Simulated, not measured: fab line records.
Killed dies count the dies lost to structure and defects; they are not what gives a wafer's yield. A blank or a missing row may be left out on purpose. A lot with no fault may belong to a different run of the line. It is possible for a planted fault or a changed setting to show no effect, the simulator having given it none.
Chamber matching :: flow sky130 :: 4 sister chambers for SKY_FIELD_ISO_CMP_27 on cmp-01
The step polishes, stops on Si3N4, t overpolish 16 s, target thk 457.8 nm. 4 wafers are shown with their chamber, then 7 later ones without.

== WAFERS PAIRED WITH THEIR CHAMBERS ==
wafer: L540.3
chamber: 2
motorCurrentA (A): 10.7

wafer: L540.4
chamber: 0
motorCurrentA (A): 10.0

wafer: L545.3
chamber: 1
motorCurrentA (A): 11.2

wafer: L545.4
chamber: 3
motorCurrentA (A): 11.3

== WAFERS WHOSE CHAMBER IS MISSING ==
wafer: L545.6
motorCurrentA (A): 10.9

wafer: L546.1
motorCurrentA (A): 9.9

wafer: L546.4
motorCurrentA (A): 11.2

wafer: L546.5
motorCurrentA (A): 9.9

wafer: L549.1
motorCurrentA (A): 11.7

wafer: L549.3
motorCurrentA (A): 11.6

wafer: L549.6
motorCurrentA (A): 10.3

== WHICH CHAMBER EACH WENT THROUGH ==
wafer: L545.6
from the rows above: can't be placed: 2 or 1 or 3
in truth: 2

wafer: L546.1
from the rows above: 0
in truth: 0

wafer: L546.4
from the rows above: can't be placed: 1 or 3
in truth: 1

wafer: L546.5
from the rows above: 0
in truth: 0

wafer: L549.1
from the rows above: can't be placed: 3 or 1
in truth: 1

wafer: L549.3
from the rows above: can't be placed: 3 or 1
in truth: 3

wafer: L549.6
from the rows above: can't be placed: 0 or 2
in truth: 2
2 of 7 placed correctly. Unplaceable from these rows: 5, with the true chamber sitting among the candidates in 5. Placed wrongly: 0.
How it was worked out, from the rows above alone: a wafer's distance from a chamber is the root of the sum, over the readings, of the square of ((its reading less the chamber's mean) divided by the reading's scatter). If the next closest chamber is less than 2 further off than the closest, the wafer can't be placed; otherwise it belongs to the closest. For every chamber, the mean is computed from those of its wafers that are shown. The scatter: with one shown wafer a chamber, the root of the mean of the squares of how far each hidden wafer lies from its nearest shown one.
